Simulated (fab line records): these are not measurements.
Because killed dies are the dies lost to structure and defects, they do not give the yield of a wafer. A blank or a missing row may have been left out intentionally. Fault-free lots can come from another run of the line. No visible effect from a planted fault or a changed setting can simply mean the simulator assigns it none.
A single fault, viewed from 2 desks | flow sky130 | only its own numbers are on each desk; what lay behind them is given at the end

== FOR THE TOOL OWNER'S DESK: rie-metal-03 ==
The tool's own readings at SKY_METAL2_METAL_ETCH_19 (etches the open film in Cl2/BCl3, stops on SiO2, target depth 360 nm, time 78 s): means of the sampled wafers that have a number, for each lot that ran on this tool. A lot is out of limits, marked OUT, if its mean lies more than 4 standard deviations from the usual mean; the brackets give that distance.
Columns: A = drypump-motor-current-A at SKY_METAL2_METAL_ETCH_19, usual 5.8 A; B = oes-product-au at SKY_METAL2_METAL_ETCH_19, usual 0.854 a.u.; C = throttle-valve-pct at SKY_METAL2_METAL_ETCH_19, usual 22.264 %
lot  | first seen here | A   | B     | C
L991 | day 34 23:35    | 5.8 | 0.857 | 22.266
L993 | day 36 15:38    | 5.8 | 0.859 | 22.267
L102 | day 40 03:57    | 5.6 | 0.852 | 22.259
This desk found nothing out of limits on any of the 3 lots.

== THE METROLOGY DESK ==
What the gauges read, lot by lot, whatever tool the lot ran on: means of the sampled wafers that have a number. A lot is out of limits, marked OUT, if its mean lies more than 4 standard deviations from the usual mean; the brackets give that distance.
Columns: A = VIA2_BOW at SKY_VIA2_BOW_MEAS_03, usual 86 um
lot  | first seen here | A
L991 | day 35 00:47    | 78
L990 | day 35 00:59    | 87
L992 | day 36 16:20    | 85
L993 | day 36 16:49    | 82
L994 | day 39 23:22    | 83
L102 | day 40 05:12    | 79
L107 | day 40 10:01    | 81
L110 | day 40 22:55    | 84
L111 | day 41 01:04    | 85
L113 | day 42 01:03    | 87
This desk found nothing out of limits on any of the 10 lots.

== TAKEN TOGETHER ==
The desk of the tool owner found nothing out of limits.
At the metrology desk, nothing out of limits was observed.

== WHAT THE SIMULATOR HAD PUT IN ==
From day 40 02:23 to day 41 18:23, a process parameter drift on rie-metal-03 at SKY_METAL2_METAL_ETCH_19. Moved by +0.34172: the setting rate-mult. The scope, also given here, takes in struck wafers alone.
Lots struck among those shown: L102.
